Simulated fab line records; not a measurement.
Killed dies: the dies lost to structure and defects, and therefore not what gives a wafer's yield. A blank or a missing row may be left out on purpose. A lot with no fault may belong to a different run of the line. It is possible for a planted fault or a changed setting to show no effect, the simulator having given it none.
Problem report in the 8D (eight disciplines) form, filled by code :: flow gf180mcu :: the parts of the form that need people (team, actions taken, sign-off) are left out

1. WHAT WENT WRONG
At GF_STI_WET_ETCH_26, runLengthS averages 100.5 s over 6 wafers from 2 lots, while fault-free wafers read 214.3 s, standard deviation 2.6. That puts it -44 standard deviations away from the usual mean.
The step: etches SiO2 in dHF, target depth 94 nm, time 188 s.
First seen on wafer L962.1, day 5 03:32, on wetBench-03. The record holds 18 wafers of 6 lots with a number at this step. Rule for "out", or "out of limits": more than 4 standard deviations from the usual mean. All remaining wafers that have a number are taken as sound.

2. WHAT IT IS AND WHAT IT IS NOT
question: which readings at this step
is: runLengthS
is not: -

question: which lots
is: L962, L963
is not: L952, L958, L964, L965

question: which wafers of those lots
is: all that have a number
is not: -

question: read on which tools
is: wetBench-03
is not: wetBench-01, wetBench-02

question: when
is: from day 5 03:32
is not: up to then (6 sound wafers); but 6 sound wafers of L964, L965 came after

3. SUSPECTS, AND WHAT RULES EACH OUT
Counting: a tool at a process step up to the reading stays a suspect if it ran every lot that is out and no sound lot after the first of them.
- rieSi-02 at GF_STI_ETCH_14 (etches Si in HBr/Cl2/O2, target depth 360 nm, time 102.9 s): kept. It ran every lot that is out, first L962 (day 5 01:23), and no sound lot after that; its last sound lot up to then is L952 (day 2 22:11).
- wetBench-03 at GF_STI_WET_ETCH_26 (etches SiO2 in dHF, target depth 94 nm, time 188 s): kept. It ran every lot that is out, first L962 (day 5 03:32), and no sound lot after that; its last sound lot up to then is L952 (day 3 00:40). Its own runLengthS readings are out on those wafers.
Remaining after the count are rieSi-02 at GF_STI_ETCH_14 and wetBench-03 at GF_STI_WET_ETCH_26.

4. THE CAUSE (what the simulator had put in)
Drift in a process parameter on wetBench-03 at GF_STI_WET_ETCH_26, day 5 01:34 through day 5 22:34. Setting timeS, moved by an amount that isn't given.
Of the 2 suspects that counting leaves, this tool is one.

5. THE CHAIN OF EFFECTS, in route order
One row per reading whose mean, taken over the struck wafers that have a number, lies over 3 standard deviations from the usual. Scope: only readings with a usual standard deviation given in the record; hours: median across lots of the time from each lot's start at the first step in this table that gives one to its start at this step; sigmas: change in usual standard deviations.
hours: 0
step: GF_STI_WET_ETCH_26
reading: runLengthS
usual: 214.3 s
on struck wafers: 100.5
change: -113.8
sigmas: -44
It contains these process steps:
- GF_STI_WET_ETCH_26: etches SiO2 in dHF, target depth 94 nm, time 188 s.
Later measuring or inspecting steps at which every struck wafer that the step has a row for has a number for every such reading, and none has moved that far: GF_STI_THK_MEAS_30, GF_DNWELL_TW_MEAS_09, GF_NWELL_OVL_MEAS_07, GF_NWELL_TW_MEAS_11.

6. HOW IT WOULD HAVE BEEN CAUGHT EARLIER
In this record no reading fell out of limits until day 5 03:32, 2 hours after the fault had begun at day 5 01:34.
